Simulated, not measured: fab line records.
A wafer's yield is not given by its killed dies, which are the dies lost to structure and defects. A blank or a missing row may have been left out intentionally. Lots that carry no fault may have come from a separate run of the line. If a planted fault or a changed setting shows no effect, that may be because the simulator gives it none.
One fault seen from 2 desks -- flow gf180mcu -- every desk sees just its own numbers, and what lay behind them comes last

== METROLOGY DESK ==
Means of the sampled wafers that have a number, per lot and without regard to the tool the lot ran on: this is what the gauges read. If a lot's mean is further than 4 standard deviations from the usual mean, the lot is out of limits and carries the mark OUT (the distance appears in the brackets).
Columns: A = M2_OVL at GF_M2_OVL_MEAS_15, usual 3 nm
lot,first seen here,A
L202,day 19 01:10,-5
L203,day 19 11:11,5
L204,day 19 22:08,15
L205,day 20 08:55,5
L206,day 20 12:46,1
L207,day 21 03:02,4
L209,day 21 22:52,3
L213,day 23 08:40,5
L215,day 24 00:34,3
L217,day 24 21:49,3
L222,day 26 07:32,0
L223,day 26 16:43,7
L225,day 26 22:43,4
Finding of this desk: none of the 13 lots has anything out of limits.

== TOOL OWNER'S DESK, krf_scanner-02 ==
The tool's own readings at GF_CONTACT_EXPOSE_11 (exposes mask Contact, target cd 220 nm): means of the sampled wafers that have a number, for each lot that ran on this tool. If a lot's mean is further than 4 standard deviations from the usual mean, the lot is out of limits and carries the mark OUT (the distance appears in the brackets).
Columns: A = exposure_dose_mJ_cm2 at GF_CONTACT_EXPOSE_11, usual 37.96
lot,first seen here,A
L202,day 15 12:55,37.93
L203,day 15 22:04,37.95
L204,day 16 07:47,37.93
L207,day 17 11:53,37.96
L209,day 18 07:26,37.92
L213,day 19 16:31,37.95
L215,day 20 10:17,37.08 (-22) OUT
L217,day 21 10:18,37.33 (-15) OUT
Finding of this desk: L215, L217 out of limits; the first was L215 at day 20 10:17, on exposure_dose_mJ_cm2 at GF_CONTACT_EXPOSE_11. L202, L203, L204, L207, L209, L213 stayed within limits.

== ALL TOGETHER ==
An alarm could have come from the tool owner's desk at day 20 10:17, on L215, L217.
At the metrology desk, nothing out of limits was observed.
The metrology desk holds a record of L215, L217, inside its limits.
The lots listed all ran GF_CONTACT_EXPOSE_11 on krf_scanner-02.

== WHAT HAD BEEN PUT IN BY THE SIMULATOR ==
Drift in process parameters on krf_scanner-02 at GF_CONTACT_EXPOSE_11, starting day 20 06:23. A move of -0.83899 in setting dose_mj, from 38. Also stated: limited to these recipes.
Struck lots among those shown: L215, L217.
Delay in hours, fault start to first out-of-limits reading, by desk: the tool owner's desk at 4.
